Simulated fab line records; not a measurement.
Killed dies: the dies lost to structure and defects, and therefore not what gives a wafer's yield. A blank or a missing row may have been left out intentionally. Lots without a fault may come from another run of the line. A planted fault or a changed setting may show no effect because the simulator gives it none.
Check of tool commonality || flow sky130 || Sampled: 12 lots, 45 wafers

REASON FOR OPENING
Of 12 lots, 3 have the reading VT_ADJUST_HVTR_TW flagged at SKY_VT_ADJUST_HVTR_TW_MEAS_11. No-fault wafers: 210.6, standard deviation 1.7.
Rule: a lot gets a flag if all its wafers with a number sit over 4 standard deviations from that mean, or if no wafer of it has a number. The other lots count as sound.

{"lot": "L506", "measured": "day 9 17:20", "on": "film_metro-02", "VT_ADJUST_HVTR_TW, wafer by wafer": "209.9 212.4 210.6", "flag": ""}
{"lot": "L510", "measured": "day 10 23:37", "on": "film_metro-04", "VT_ADJUST_HVTR_TW, wafer by wafer": "213.4 211.0 211.5", "flag": ""}
{"lot": "L511", "measured": "day 11 09:17", "on": "film_metro-03", "VT_ADJUST_HVTR_TW, wafer by wafer": "209.7 209.5 209.4", "flag": ""}
{"lot": "L512", "measured": "day 11 15:22", "on": "film_metro-03", "VT_ADJUST_HVTR_TW, wafer by wafer": "261.1 261.8 261.4 260.0 260.6 260.1", "flag": "FLAGGED"}
{"lot": "L513", "measured": "day 11 21:40", "on": "film_metro-02", "VT_ADJUST_HVTR_TW, wafer by wafer": "262.1 262.7 263.2 262.5 262.1 261.6", "flag": "FLAGGED"}
{"lot": "L514", "measured": "day 12 02:44", "on": "film_metro-03", "VT_ADJUST_HVTR_TW, wafer by wafer": "260.5 261.2 261.6 261.3 261.6 261.3", "flag": "FLAGGED"}
{"lot": "L515", "measured": "day 12 08:38", "on": "film_metro-04", "VT_ADJUST_HVTR_TW, wafer by wafer": "212.7 213.0 212.3", "flag": ""}
{"lot": "L521", "measured": "day 14 06:33", "on": "film_metro-03", "VT_ADJUST_HVTR_TW, wafer by wafer": "210.1 208.5 210.2", "flag": ""}
{"lot": "L522", "measured": "day 14 13:44", "on": "film_metro-04", "VT_ADJUST_HVTR_TW, wafer by wafer": "213.1 214.6 213.2", "flag": ""}
{"lot": "L523", "measured": "day 14 22:58", "on": "film_metro-02", "VT_ADJUST_HVTR_TW, wafer by wafer": "208.9 209.2 210.6", "flag": ""}
{"lot": "L526", "measured": "day 15 21:06", "on": "film_metro-03", "VT_ADJUST_HVTR_TW, wafer by wafer": "208.7 208.5 208.3", "flag": ""}
{"lot": "L528", "measured": "day 16 11:15", "on": "film_metro-03", "VT_ADJUST_HVTR_TW, wafer by wafer": "207.9 208.0 208.1", "flag": ""}
On average the flagged lots' numbers are 261.5, which is +50.9 against the usual, or +30 standard deviations.

TOOL THAT RAN EACH LOT
2 process steps preceding the reading are held in the record, out of 708 steps in the route. Read each cell as the tool, then ch plus the chambers that the sampled wafers visited, then the start.
{"lot": "L506", "flag": "", "SKY_VT_ADJUST_NCORE_COAT_02": "litho_track-04 ch 0, day 8 08:16", "SKY_VT_ADJUST_HVTR_STRIP_10": "plasma_asher-03 ch 0,1, day 9 17:13"}
{"lot": "L510", "flag": "", "SKY_VT_ADJUST_NCORE_COAT_02": "litho_track-01 ch 0, day 9 14:12", "SKY_VT_ADJUST_HVTR_STRIP_10": "plasma_asher-04 ch 0,1, day 10 23:32"}
{"lot": "L511", "flag": "", "SKY_VT_ADJUST_NCORE_COAT_02": "litho_track-03 ch 0, day 9 23:12", "SKY_VT_ADJUST_HVTR_STRIP_10": "plasma_asher-03 ch 0,1, day 11 09:11"}
{"lot": "L512", "flag": "FLAGGED", "SKY_VT_ADJUST_NCORE_COAT_02": "litho_track-01, day 10 04:46", "SKY_VT_ADJUST_HVTR_STRIP_10": "plasma_asher-03 ch 0,1, day 11 15:15"}
{"lot": "L513", "flag": "FLAGGED", "SKY_VT_ADJUST_NCORE_COAT_02": "litho_track-01, day 10 10:28", "SKY_VT_ADJUST_HVTR_STRIP_10": "plasma_asher-01 ch 0,1, day 11 21:33"}
{"lot": "L514", "flag": "FLAGGED", "SKY_VT_ADJUST_NCORE_COAT_02": "litho_track-03, day 10 15:34", "SKY_VT_ADJUST_HVTR_STRIP_10": "plasma_asher-03 ch 0,1, day 12 02:38"}
{"lot": "L515", "flag": "", "SKY_VT_ADJUST_NCORE_COAT_02": "litho_track-03 ch 0, day 10 21:15", "SKY_VT_ADJUST_HVTR_STRIP_10": "plasma_asher-04 ch 0,1, day 12 08:34"}
{"lot": "L521", "flag": "", "SKY_VT_ADJUST_NCORE_COAT_02": "litho_track-01 ch 0, day 12 17:03", "SKY_VT_ADJUST_HVTR_STRIP_10": "plasma_asher-01 ch 0,1, day 14 06:27"}
{"lot": "L522", "flag": "", "SKY_VT_ADJUST_NCORE_COAT_02": "litho_track-01 ch 0, day 12 23:52", "SKY_VT_ADJUST_HVTR_STRIP_10": "plasma_asher-01 ch 0,1, day 14 13:38"}
{"lot": "L523", "flag": "", "SKY_VT_ADJUST_NCORE_COAT_02": "litho_track-04 ch 0, day 13 08:32", "SKY_VT_ADJUST_HVTR_STRIP_10": "plasma_asher-04 ch 0, day 14 22:52"}
{"lot": "L526", "flag": "", "SKY_VT_ADJUST_NCORE_COAT_02": "litho_track-01 ch 0, day 14 04:27", "SKY_VT_ADJUST_HVTR_STRIP_10": "plasma_asher-01 ch 0,1, day 15 21:00"}
{"lot": "L528", "flag": "", "SKY_VT_ADJUST_NCORE_COAT_02": "litho_track-03 ch 0, day 14 17:24", "SKY_VT_ADJUST_HVTR_STRIP_10": "plasma_asher-01 ch 0,1, day 16 11:09"}
What the steps here do:
- SKY_VT_ADJUST_NCORE_COAT_02: resist thk 1140 nm.
- SKY_VT_ADJUST_HVTR_STRIP_10: strips in O2/N2.
- SKY_VT_ADJUST_HVTR_TW_MEAS_11

FLAGGED OVER TOTAL, TOOL BY TOOL (the gauges that took the reading come last)
{"step": "SKY_VT_ADJUST_NCORE_COAT_02", "tool": "litho_track-01", "lots run": 6, "flagged": 2, "share of the flagged lots": "some", "sound lots run after its first flagged lot": "3 (L521,L522,L526)"}
{"step": "SKY_VT_ADJUST_NCORE_COAT_02", "tool": "litho_track-03", "lots run": 4, "flagged": 1, "share of the flagged lots": "some", "sound lots run after its first flagged lot": "2 (L515,L528)"}
{"step": "SKY_VT_ADJUST_NCORE_COAT_02", "tool": "litho_track-04", "lots run": 2, "flagged": 0, "share of the flagged lots": "none", "sound lots run after its first flagged lot": "-"}
{"step": "SKY_VT_ADJUST_HVTR_STRIP_10", "tool": "plasma_asher-01", "lots run": 5, "flagged": 1, "share of the flagged lots": "some", "sound lots run after its first flagged lot": "4 (L521,L522,L526,L528)"}
{"step": "SKY_VT_ADJUST_HVTR_STRIP_10", "tool": "plasma_asher-03", "lots run": 4, "flagged": 2, "share of the flagged lots": "some", "sound lots run after its first flagged lot": 0}
{"step": "SKY_VT_ADJUST_HVTR_STRIP_10", "tool": "plasma_asher-04", "lots run": 3, "flagged": 0, "share of the flagged lots": "none", "sound lots run after its first flagged lot": "-"}
{"step": "SKY_VT_ADJUST_HVTR_TW_MEAS_11", "tool": "film_metro-02", "lots run": 3, "flagged": 1, "share of the flagged lots": "some", "sound lots run after its first flagged lot": "1 (L523)"}
{"step": "SKY_VT_ADJUST_HVTR_TW_MEAS_11", "tool": "film_metro-03", "lots run": 6, "flagged": 2, "share of the flagged lots": "some", "sound lots run after its first flagged lot": "3 (L521,L526,L528)"}
{"step": "SKY_VT_ADJUST_HVTR_TW_MEAS_11", "tool": "film_metro-04", "lots run": 3, "flagged": 0, "share of the flagged lots": "none", "sound lots run after its first flagged lot": "-"}

WHAT THE TABLE ALLOWS
No row of the table ran every flagged lot.

WHAT THE SIMULATOR PUT IN
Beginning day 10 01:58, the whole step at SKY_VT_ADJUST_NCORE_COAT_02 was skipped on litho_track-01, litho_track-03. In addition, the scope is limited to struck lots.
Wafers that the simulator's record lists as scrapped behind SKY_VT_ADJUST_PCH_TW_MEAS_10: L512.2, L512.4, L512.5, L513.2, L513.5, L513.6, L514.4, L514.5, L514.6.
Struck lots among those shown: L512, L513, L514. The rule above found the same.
